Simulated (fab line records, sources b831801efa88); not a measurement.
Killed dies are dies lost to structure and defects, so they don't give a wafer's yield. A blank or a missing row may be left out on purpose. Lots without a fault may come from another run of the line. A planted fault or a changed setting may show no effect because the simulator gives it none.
A struck lot beside a sound one | flow sky130 | 17 steps out of a route of 708
Sound: wafers L770.2, L770.5, L770.6. Struck: wafers L785.1, L785.3, L785.5. The cause comes at the end.
At each step with rows: each side's tool, then ch and its chambers, then its first start. Under that, the readings that differ: sound wafers | struck wafers | difference of the means | sigmas: that difference in standard deviations of wafers without a fault.
alike: readings whose means differ by less than 2 such deviations, and words and numbers that are the same on both sides. not compared: withheld readings, readings that some wafer has no value for, bounds like >300 that may hide the same value, and numbers for which the record gives no deviation and whose values overlap.
The two part at a step that has a row with sigmas, a row that says differs or no value, or rows on one side only. Numbers that don't overlap but have no deviation are shown without sigmas and don't part them. A reading that every wafer of one side lacks parts them only if that side has two wafers or more.

first, 1 step without rows for these wafers: SKY_VT_ADJUST_NCORE_IMPLANT_09.
SKY_VT_ADJUST_NCORE_STRIP_10: strips in O2/N2.
  sound on plasma_asher-01 ch 0,1, day 9 05:08; struck on plasma_asher-02 ch 0,1, day 13 15:05
  reading                        | sound                | struck               | difference | sigmas
  chamber_pressure_mTorr (mTorr) | 1498.6 1497.6 1499.0 | 1501.6 1500.2 1503.2 | +3.3       | +2
  alike: drypump_motor_current_A, oes_product_au, strip_time_to_endpoint_s
  not compared: rf_hours_counter_h
SKY_VT_ADJUST_NCORE_TW_MEAS_11:
  sound on film_metro-04, day 9 05:15; struck on film_metro-03, day 13 15:11
  alike: VT_ADJUST_NCORE_TW
then, 7 steps without rows for these wafers: SKY_VT_ADJUST_HVTR_DEHYDRATE_00 (time 60 s); SKY_VT_ADJUST_HVTR_HMDS_01 (prime time 60 s); SKY_VT_ADJUST_HVTR_COAT_02 (resist thk 1140 nm); SKY_VT_ADJUST_HVTR_SOFTBAKE_03 (time 60 s); SKY_VT_ADJUST_HVTR_EXPOSE_04 (exposes mask HVTRM, target cd 380 nm); SKY_VT_ADJUST_HVTR_PEB_05; SKY_VT_ADJUST_HVTR_DEVELOP_06 (develop time 60 s).
SKY_VT_ADJUST_HVTR_CD_MEAS_07: target cd 380 nm.
  sound on cd_sem-01, day 10 02:45; struck on cd_sem-02, day 14 16:59
  alike: cd_nm
SKY_VT_ADJUST_HVTR_OVL_MEAS_08:
  sound on overlay-01, day 10 02:51; struck on overlay-01, day 14 17:06
  reading                 | sound        | struck         | difference | sigmas
  VT_ADJUST_HVTR_OVL (nm) | -0.3 2.1 3.3 | -0.6 -1.2 -2.7 | -3.2       | -2
SKY_VT_ADJUST_HVTR_IMPLANT_09:
  sound on implanter-02 ch 0, day 10 02:55; struck on implanter-04 ch 0, day 14 17:08
  reading            | sound                            | struck                           | difference  | sigmas
  dose_ions_cm2      | 2.0982e+12 2.0997e+12 2.1025e+12 | 1.2971e+12 1.2935e+12 1.2946e+12 | -8.0507e+11 | -99 or more
  faraday_current_uA | 11.48 11.49 11.55                | 7.33 7.34 7.42                   | -4.14       | -17
SKY_VT_ADJUST_HVTR_STRIP_10: strips in O2/N2.
  sound on plasma_asher-02 ch 0,1, day 10 03:02; struck on plasma_asher-02 ch 0,1, day 14 17:17
  alike: chamber_pressure_mTorr, drypump_motor_current_A, oes_product_au, strip_time_to_endpoint_s
  not compared: rf_hours_counter_h
SKY_VT_ADJUST_HVTR_TW_MEAS_11:
  sound on film_metro-04, day 10 03:08; struck on film_metro-01, day 14 17:23
  reading           | sound             | struck            | difference | sigmas
  VT_ADJUST_HVTR_TW | 212.9 213.1 214.8 | 185.4 185.6 186.3 | -27.8      | -17
then, 1 step without rows for these wafers: SKY_VT_ADJUST_PCH_DEHYDRATE_00 (time 60 s).
-- the record jumps here: 35 days lie between the struck wafers' starts before and after (it left off in module VT_ADJUST_PCH and takes up again in module PAD_OPEN, whose first step shown is number 708 of the route) --
SKY_PAD_OPEN_PROBE_99:
  sound on prober-01, day 46 10:50; struck on prober-01, day 49 20:21
  reading                                  | sound                   | struck                  | difference | sigmas
  model.etest.pfet_01v8_mvt.drive_ua_um    | 151 149.2 153.8         | 141.8 142.8 142.4       | -9.0       |
  model.etest.pfet_01v8_mvt.off_log10_a_um | -10.31 -10.58 -10.26    | -11.95 -11.81 -11.77    | -1.46      |
  model.etest.pfet_01v8_mvt.vt_sat_v (V)   | -0.545 -0.5513 -0.5389  | -0.6641 -0.661 -0.6573  | -0.1157    |
  model.etest.pfet_01v8_mvt.vt_v (V)       | -0.6289 -0.6329 -0.6265 | -0.7311 -0.7336 -0.7298 | -0.1021    |
  model.etest.pfet_01v8_mvt.vt_long_v (V)  | -0.8395 -0.8394 -0.8375 | -0.9324 -0.928 -0.9266  | -0.0902    |
  alike: killed_at_M0_to_M3, killed_at_M4_up, killed_at_contacts, killed_at_front_end, killed_at_other, killed_dies, killed_open, killed_short

WHERE THEY PART
First at SKY_VT_ADJUST_NCORE_STRIP_10; last, within this record, at SKY_VT_ADJUST_HVTR_TW_MEAS_11. Later steps at which nothing parts them and some readings are alike: SKY_PAD_OPEN_PROBE_99.

WHY: what the simulator had put in
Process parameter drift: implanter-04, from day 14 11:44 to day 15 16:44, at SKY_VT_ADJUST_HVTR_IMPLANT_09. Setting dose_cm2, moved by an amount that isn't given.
